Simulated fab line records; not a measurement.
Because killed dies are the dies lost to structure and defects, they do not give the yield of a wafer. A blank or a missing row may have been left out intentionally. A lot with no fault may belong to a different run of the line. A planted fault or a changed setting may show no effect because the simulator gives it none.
Struck lot and sound lot, side by side    flow sky130    43 out of 708 route steps
Sound: these wafers, L105.1, L105.5, L105.6. Wafers struck: L120.2, L120.3, L120.5. Last of all comes the cause.
At each step with rows: each side's tool, then ch and its chambers, then its first start. Under that, the readings that differ: sound wafers    struck wafers    difference of the means    sigmas: that difference in standard deviations of wafers without a fault.
alike: words and numbers the same on both sides, and readings whose means are apart by under 2 such deviations; not compared: readings that were withheld, readings missing a value for some wafer, numbers with overlapping values and no deviation given by the record, and bounds like >300 which may hide the same value.
The two part at a step that has a row with sigmas, a row that says differs or no value, or rows on one side only. Numbers that don't overlap but have no deviation are shown without sigmas and don't part them. A reading missing from all wafers of one side parts the sides only when that side holds two or more wafers.

first, 5 steps without rows for these wafers: SKY_VIA4_COAT_06 (resist thk 1140 nm); SKY_VIA4_SOFTBAKE_07 (time 60 s); SKY_VIA4_EXPOSE_08 (exposes mask VIM4, target cd 800 nm); SKY_VIA4_PEB_09; SKY_VIA4_DEVELOP_10 (develop time 60 s).
SKY_VIA4_OVL_MEAS_11:
  struck on overlay-02, day 48 05:22; sound on overlay-01, day 44 21:07
  alike: VIA4_OVL
SKY_VIA4_ETCH_12: etches SiO2 in C4F8/O2/Ar, stops on TiN, target depth 580 nm.
  sound on rie diel-04 ch 2,3, day 44 21:08; struck on rie diel-04 ch 0,2, day 48 05:23
  alike: oes product au
then, 5 steps without rows for these wafers: SKY_VIA4_STRIP_13 (strips in O2/N2); SKY_VIA4_STRIP_14 (strips in post etch residue remover, time 1200 s); SKY_VIA4_CLEAN_15 (cleans in IPA, time 180 s); SKY_VIA4_CLEAN_16 (cleans in O3/DIW); SKY_VIA4_SPUTTER_17 (material TiN, target thk 20 nm, time 80 s).
SKY_VIA4_CVD_18: deposits W, target thk 505 nm, time 152.14 s.
  sound on cvd w-02 ch 0,1, day 44 22:16; struck on cvd w-01 ch 0,1, day 48 06:10
  alike: heater power w
SKY_VIA4_RS_MEAS_19: the measuring method here is four-point-probe.
  struck on film metro-02, day 48 06:20; sound on film metro-01, day 44 22:26
  alike: VIA4_W_RS
SKY_VIA4_THK_MEAS_20: measures by xrf.
  struck on film metro-02, day 48 06:26; sound on film metro-01, day 44 22:33
  alike: VIA4_W_THK
SKY_VIA4_CMP_21: polishes, stops on SiO2, t overpolish 25 s, target thk 0 nm.
  sound on cmp-02 ch 0,2,3, day 44 22:43; struck on cmp-01 ch 0,1, day 48 06:34
reading             sound              struck             difference  sigmas
slurry flow ml min  149.4 149.2 149.6  150.3 150.3 150.8  +1.1        +2
  alike: edge zone pressure frac, motor current A, overpolish run s, time to endpoint s
then, 1 step without rows for these wafers: SKY_METAL5_SPUTTER_00 (material Ti, target thk 15 nm, time 10 s).
SKY_METAL5_SPUTTER_01: material TiN, target thk 20 nm, time 16.7 s.
  struck on pvd sputter-01, day 48 06:53; sound on pvd sputter-04, day 44 22:56
  alike: throttle valve pct
SKY_METAL5_SPUTTER_02: material AlCu, target thk 1150 nm, time 61.2 s.
  struck on pvd sputter-01, day 48 06:55; sound on pvd sputter-04, day 44 22:57
  alike: throttle valve pct
then, 1 step without rows for these wafers: SKY_METAL5_SPUTTER_03 (material Ti, target thk 5 nm, time 3.3 s).
SKY_METAL5_SPUTTER_04: material TiN, target thk 70 nm, time 58.3 s.
  struck on pvd sputter-01, day 48 06:59; sound on pvd sputter-04, day 44 23:01
  alike: throttle valve pct
SKY_METAL5_RS_MEAS_05: the measuring method here is four-point-probe.
  struck on film metro-01, day 48 07:04; sound on film metro-04, day 44 23:04
  alike: METAL5_ALCU_RS
SKY_METAL5_THK_MEAS_06: measures by xrf.
  struck on film metro-01, day 48 07:10; sound on film metro-04, day 44 23:11
  alike: METAL5_ALCU_THK
then, 14 steps without rows for these wafers: SKY_METAL5_DEHYDRATE_07 (time 60 s); SKY_METAL5_HMDS_08 (prime time 60 s); SKY_METAL5_COAT_09 (resist thk 1800 nm); SKY_METAL5_SOFTBAKE_10 (time 60 s); SKY_METAL5_EXPOSE_11 (exposes mask MM5, target cd 1600 nm); SKY_METAL5_PEB_12; SKY_METAL5_DEVELOP_13 (develop time 60 s); SKY_METAL5_DESCUM_14 (chemistry O2, time 11 s); SKY_METAL5_METAL_ETCH_15 (etches the open film in Cl2/BCl3, stops on SiO2, target depth 1260 nm, time 252 s); SKY_METAL5_STRIP_16 (strips in O2/N2); SKY_METAL5_STRIP_17 (strips in post etch residue remover, time 1200 s); SKY_METAL5_CLEAN_18 (cleans in IPA, time 180 s); SKY_METAL5_CLEAN_19 (cleans in O3/DIW); SKY_PASSIVATION_CVD_00 (deposits SiO2, target thk 90 nm).
SKY_PASSIVATION_THK_MEAS_01:
  struck on film metro-04, day 49 01:44; sound on film metro-01, day 45 21:11
  alike: PASSIVATION_CVD_00_THK
then, 1 step without rows for these wafers: SKY_PASSIVATION_CVD_02 (deposits Si3N4, target thk 540 nm).
SKY_PASSIVATION_THK_MEAS_03:
  struck on film metro-02, day 49 02:02; sound on film metro-04, day 45 21:35
  alike: PASSIVATION_CVD_02_THK
then, 2 steps without rows for these wafers: SKY_PASSIVATION_DEHYDRATE_04 (time 60 s); SKY_PASSIVATION_HMDS_05 (prime time 60 s).
SKY_PAD_OPEN_PROBE_99:
  struck on prober-02, day 50 13:20; sound on prober-01, day 47 15:55
reading                                sound                struck             difference  sigmas
defect limited yield (%)               80.7 82.7 81.7       77.0 70.3 77.4     -6.8        -4
killed_at_M4_up                        3 2 2                42 49 41           +42         +23
killed dies                            95 85 90             113 146 111        +33         +4
sort_bin_3_pad_short (%)               0.8 0.6 0.2          1.6 2.2 2.0        +1.4        +3
sort_bin_5_function (%)                11.2 11.0 10.2       15.4 17.7 14.4     +5.0        +3
sort n pass                            397 407 402          379 346 381        -33         -4
sort yield pct (%)                     80.7 82.7 81.7       77.0 70.3 77.4     -6.8        -4
model.etest.tester.sort n pass         397 407 402          379 346 381        -33         
model.etest.tester.sort yield pct (%)  80.69 82.72 81.71    77.03 70.33 77.44  -6.77       
model.etest.tester.sort_bin_5_pct (%)  11.18 10.98 10.16    15.45 17.68 14.43  +5.08       
model.etest.tester.sort_bin_3_pct (%)  0.813 0.6098 0.2033  1.626 2.236 2.033  +1.423      
  alike: killed_at_M0_to_M3, killed at contacts, killed at front end, killed at other, killed open, killed short, sort_bin_6_memory

WHERE THEY PART
At SKY_VIA4_CMP_21 first; at SKY_PAD_OPEN_PROBE_99 last (within this record only).

WHY: whatever the simulator had introduced
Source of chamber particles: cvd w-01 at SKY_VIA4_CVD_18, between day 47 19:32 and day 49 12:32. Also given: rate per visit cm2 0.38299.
